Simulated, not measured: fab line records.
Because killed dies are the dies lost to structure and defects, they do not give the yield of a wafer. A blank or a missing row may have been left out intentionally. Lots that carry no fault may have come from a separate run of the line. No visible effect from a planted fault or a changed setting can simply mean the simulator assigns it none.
One fault seen from 2 desks || flow gf180mcu || each desk holds nothing but its own numbers, with what lay behind them at the end

== METROLOGY DESK ==
What the gauges read for every lot (on any tool): the sampled wafers with a number, averaged. Marked OUT: a lot whose mean sits more than 4 standard deviations from the usual mean, which makes it out of limits; the brackets give that distance.
Columns: A = HV_LDD_2_TW at GF_HV_LDD_TW_MEAS_23, usual 1050; B = cd_nm at GF_HV_LDD_CD_MEAS_31, usual 399.8 nm; C = HV_LDD_02_OVL at GF_HV_LDD_OVL_MEAS_32, usual -0.1 nm
{"lot": "L385", "first seen here": "day 11 00:51", "A": 1043, "B": 398.7, "C": -2.0}
{"lot": "L392", "first seen here": "day 13 08:39", "A": 1062, "B": 401.3, "C": -2.0}
{"lot": "L400", "first seen here": "day 15 21:25", "A": 1052, "B": 406.2, "C": -1.4}
{"lot": "L401", "first seen here": "day 16 04:38", "A": 1041, "B": 402.1, "C": -0.2}
{"lot": "L402", "first seen here": "day 16 17:25", "A": 1064, "B": 398.4, "C": -0.8}
{"lot": "L407", "first seen here": "day 18 01:22", "A": 1059, "B": 395.1, "C": -3.5}
Finding of this desk: none of the 6 lots has anything out of limits.

== DESK OF THE TOOL OWNER: implanter-04 ==
For each lot that ran on this tool, the mean over its sampled wafers that have a number, from the tool's own readings at GF_HV_LDD_IMPLANT_35. Marked OUT: a lot whose mean sits more than 4 standard deviations from the usual mean, which makes it out of limits; the brackets give that distance.
Columns: A = dose_ions_cm2 at GF_HV_LDD_IMPLANT_35, usual 7.5e+12; B = end_station_pressure_torr at GF_HV_LDD_IMPLANT_35, usual 5.05e-06 Torr; C = rotation_deg at GF_HV_LDD_IMPLANT_35, usual 180.00 degrees
{"lot": "L385", "first seen here": "day 11 20:16", "A": 7.5e+12, "B": 4.84e-06, "C": 180.02}
{"lot": "L400", "first seen here": "day 16 20:35", "A": "7.9e+12 (+48) OUT", "B": 5.23e-06, "C": 179.97}
{"lot": "L402", "first seen here": "day 17 16:31", "A": "7.9e+12 (+48) OUT", "B": 5.06e-06, "C": 179.95}
Finding of this desk: L400, L402 out of limits; the first was L400 at day 16 20:35, on dose_ions_cm2 at GF_HV_LDD_IMPLANT_35. L385 stayed within limits.

== BROUGHT TOGETHER ==
At day 16 20:35, on L400, L402, the tool owner's desk was in a position to raise an alarm.
The metrology desk saw nothing out of limits.
The metrology desk holds a record of L400, L402, inside its limits.
GF_HV_LDD_IMPLANT_35 was run on implanter-04 by each of the lots named.

== WHAT THE SIMULATOR HAD PUT IN ==
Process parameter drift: implanter-04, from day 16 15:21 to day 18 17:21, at GF_HV_LDD_IMPLANT_35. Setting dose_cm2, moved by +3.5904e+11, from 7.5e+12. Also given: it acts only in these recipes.
Shown lots that were struck: L400, L402.
Delay in hours, fault start to first out-of-limits reading, by desk: the tool owner's desk at 5.
